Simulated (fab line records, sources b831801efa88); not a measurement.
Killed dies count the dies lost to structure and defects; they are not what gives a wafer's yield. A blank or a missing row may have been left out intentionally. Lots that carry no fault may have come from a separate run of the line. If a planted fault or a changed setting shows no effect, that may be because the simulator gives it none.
Which of the tools did it? | flow sky130 | 13 lots, 39 wafers sampled, at 2 steps of a route of 708

## WHAT EACH GAUGE READ, for each wafer
SKY_DNWELL_TW_MEAS_09.
lot  | measured    | on            | DNWELL_TW
L709 | day 3 05:21 | film-metro-03 | 1102 1102 1101
L710 | day 3 11:31 | film-metro-03 | 1107 1105 1111
L711 | day 3 16:56 | film-metro-03 | 1110 1107 1109
L712 | day 3 22:44 | film-metro-01 | 1125 1125 1125
L713 | day 4 01:18 | film-metro-03 | 1103 1092 1102
L716 | day 4 15:47 | film-metro-02 | 1122 1126 1122
L717 | day 5 01:39 | film-metro-02 | 1123 1118 1122
L719 | day 5 11:03 | film-metro-02 | 1118 1132 1123
L720 | day 5 15:53 | film-metro-03 | 1103 1104 1104
L728 | day 7 12:12 | film-metro-02 | 1128 1121 1118
L730 | day 8 03:20 | film-metro-01 | 1120 1122 1125
L731 | day 8 09:14 | film-metro-03 | 1110 1105 1110
L732 | day 8 12:16 | film-metro-03 | 1116 1112 1118

## TOOL THAT RAN EACH LOT (tool first, then ch and the chambers of the sampled wafers, then the start)
lot  | SKY_DNWELL_STRIP_08
L709 | plasma-asher-03 ch 0,1, day 3 05:14
L710 | plasma-asher-03 ch 0,1, day 3 11:25
L711 | plasma-asher-03 ch 0,1, day 3 16:50
L712 | plasma-asher-04 ch 0,1, day 3 22:38
L713 | plasma-asher-01 ch 0,1, day 4 01:11
L716 | plasma-asher-04 ch 0,1, day 4 15:41
L717 | plasma-asher-03 ch 0,1, day 5 01:32
L719 | plasma-asher-04 ch 0,1, day 5 10:58
L720 | plasma-asher-03 ch 0, day 5 15:47
L728 | plasma-asher-04 ch 0,1, day 7 12:05
L730 | plasma-asher-01 ch 0,1, day 8 03:14
L731 | plasma-asher-01 ch 0,1, day 8 09:10
L732 | plasma-asher-01 ch 0,1, day 8 12:10
- SKY_DNWELL_STRIP_08: strips in O2/N2.

## AS READ BY THE TOOLS THEMSELVES (means over the sampled wafers that have a number; for cases with no such wafer, the mark the record gives instead)
SKY_DNWELL_STRIP_08.
lot  | tool            | drypump-motor-current-A (A) | oes-product-au (a.u.) | strip-time-to-endpoint-s (s)
L709 | plasma-asher-03 | 6.4                         | 0.721                 | 36.93
L710 | plasma-asher-03 | 6.4                         | 0.720                 | 36.97
L711 | plasma-asher-03 | 6.4                         | 0.729                 | 36.81
L712 | plasma-asher-04 | 5.7                         | 0.725                 | 36.95
L713 | plasma-asher-01 | 5.7                         | 0.726                 | 37.07
L716 | plasma-asher-04 | 5.5                         | 0.724                 | 36.89
L717 | plasma-asher-03 | 6.1                         | 0.721                 | 36.82
L719 | plasma-asher-04 | 5.5                         | 0.722                 | 36.90
L720 | plasma-asher-03 | 6.7                         | 0.724                 | 37.00
L728 | plasma-asher-04 | 5.7                         | 0.724                 | 36.81
L730 | plasma-asher-01 | 5.6                         | 0.722                 | 36.79
L731 | plasma-asher-01 | 5.6                         | 0.722                 | 36.94
L732 | plasma-asher-01 | 5.6                         | 0.722                 | 37.02

## THE ANSWER, worked out from the rows above alone
Rule: what is usual is taken from the lots themselves. Put in order of their means at a reading, lots are off if they are a third of the lots or fewer, leave a main group of 4 or more, and stand apart from it by a gap of 3 or more times the standard deviation of the main group's means; of several such gaps the widest counts. The tables above print the reading to a certain number of digits; a main group whose means all agree to those digits is not used. Also off: a lot with no number at a reading for which 4 or more lots have one. All remaining lots with rows at the step are treated as sound. Order of review: gauges by route order, followed by the tools' own readings, for which a lot's mean as printed above is used. The first step at which some lot is off is used, and at that step the reading that is off furthest; a lot without a number counts as furthest.
No lot is off on any of the readings shown, so nothing can be concluded from this.

## WHAT THE SIMULATOR PUT IN
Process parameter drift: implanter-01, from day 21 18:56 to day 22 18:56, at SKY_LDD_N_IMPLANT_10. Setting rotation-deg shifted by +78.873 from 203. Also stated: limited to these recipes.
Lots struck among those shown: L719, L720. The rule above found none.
